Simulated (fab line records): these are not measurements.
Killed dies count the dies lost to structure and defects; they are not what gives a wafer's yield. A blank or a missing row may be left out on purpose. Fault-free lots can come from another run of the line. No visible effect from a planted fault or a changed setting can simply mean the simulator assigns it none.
Struck lot and sound lot, side by side :: flow sky130 :: 15 out of 708 route steps
Sound: wafers L475.2, L475.4, L475.6. Wafers struck: L464.2, L464.5, L464.6. Last of all comes the cause.
Each step with rows lists, per side, the tool, then ch with its chambers, then its first start. Under that, the readings that differ: sound wafers :: struck wafers :: difference of the means :: sigmas: that difference in standard deviations of wafers without a fault.
alike: readings with means less than 2 such deviations apart, plus words and numbers identical on both sides. not compared: withheld readings, readings lacking a value on some wafer, bounds such as >300 that could conceal the same value, and numbers that have no deviation in the record and whose values overlap.
The two part at a step that has a row with sigmas, a row that says differs or no value, or rows on one side only. Non-overlapping numbers with no deviation appear without sigmas and do not part them. A reading missing from all wafers of one side parts the sides only when that side holds two or more wafers.

first, 1 step without rows for these wafers: SKY_VIA3_ETCH_14 (etches BARC in N2/H2, stops on SiO2, time 45.9 s, target depth 60 nm).
SKY_VIA3_ETCH_15: etches SiO2 in C4F8/O2/Ar, stops on TiN, target depth 507 nm, time 78 s.
  sound on rie diel-03 ch 2,3, day 44 12:46; struck on rie diel-02 ch 0,1, day 41 07:08
  alike: bias w, oes product au
  not compared: rf hours counter h
then, 4 steps without rows for these wafers: SKY_VIA3_STRIP_16 (strips in O2/N2); SKY_VIA3_STRIP_17 (strips in post etch residue remover, time 1200 s); SKY_VIA3_CLEAN_18 (cleans in IPA, time 180 s); SKY_VIA3_CLEAN_19 (cleans in O3/DIW).
SKY_VIA3_SPUTTER_20: material TiN, target thk 20 nm, time 80 s.
  sound: pvd sputter-01 at day 44 13:26; struck: pvd sputter-03 at day 41 07:52
  alike: cathode dc power W, chamber pressure pa, throttle valve pct
SKY_VIA3_CVD_21: deposits W, target thk 390 nm, time 117.31 s.
  sound on cvd w-01 ch 1, day 44 13:29; struck on cvd w-01 ch 0,1, day 41 07:56
  alike: heater power w
SKY_VIA3_RS_MEAS_22: measures by four-point-probe.
  sound: film metro-02 at day 44 13:38; struck: film metro-01 at day 41 08:04
  alike: VIA3_W_RS
SKY_VIA3_THK_MEAS_23: measures by xrf.
  sound: film metro-02 at day 44 13:44; struck: film metro-01 at day 41 08:11
  alike: VIA3_W_THK
SKY_VIA3_CMP_24: polishes, stops on SiO2, t overpolish 20 s, target thk 0 nm.
  sound on cmp-02 ch 2,3, day 44 13:47; struck on cmp-01 ch 0,1,2, day 41 08:41
  alike: motor current A, overpolish run s, time to endpoint s
SKY_METAL4_SPUTTER_00: material Ti, target thk 15 nm, time 10 s.
  sound: pvd sputter-02 at day 44 14:05; struck: pvd sputter-04 at day 41 08:53
  alike: cathode dc power W, chamber pressure pa, throttle valve pct
SKY_METAL4_SPUTTER_01: material TiN, target thk 20 nm, time 16.7 s.
  sound: pvd sputter-02 at day 44 14:07; struck: pvd sputter-04 at day 41 08:55
  no value came back on the struck wafers for cathode dc power W (W), chamber pressure pa (Pa), throttle valve pct (%); on the sound wafers cathode dc power W (W) reads 6501.4 6500.7 6499.9
then, 1 step without rows for these wafers: SKY_METAL4_SPUTTER_02 (material AlCu, target thk 735 nm, time 39.1 s).
-- the record jumps here: 6 days lie between the struck wafers' starts before and after (it left off in module METAL4 and takes up again in module PAD_OPEN, whose first step shown is number 708 of the route) --
SKY_PAD_OPEN_PROBE_99:
  sound: prober-01 at day 49 19:22; struck: prober-02 at day 47 03:17
reading: model.etest.met4.line ohm um
sound: 0.1372 0.1375 0.1374
struck: 0.148 0.1482 0.1472
difference: +0.010
sigmas: 

reading: model.etest.met4.rs ohm sq
sound: 0.04267 0.04258 0.04247
struck: 0.04423 0.04436 0.04463
difference: +0.00183
sigmas: 
  alike: defect limited yield, killed_at_M0_to_M3, killed_at_M4_up, killed at contacts, killed at front end, killed at other, killed dies, killed open, killed short, sort_bin_3_pad_short, sort_bin_5_function, sort_bin_6_memory, sort n pass, sort yield pct

== WHERE THEY PART ==
SKY_METAL4_SPUTTER_01 only, going by this record. Later steps at which nothing parts them and some readings are alike: SKY_PAD_OPEN_PROBE_99.

WHY: the cause the simulator had injected
At SKY_METAL4_SPUTTER_01, the step was skipped entirely on pvd sputter-04 from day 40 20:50 on. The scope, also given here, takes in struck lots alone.
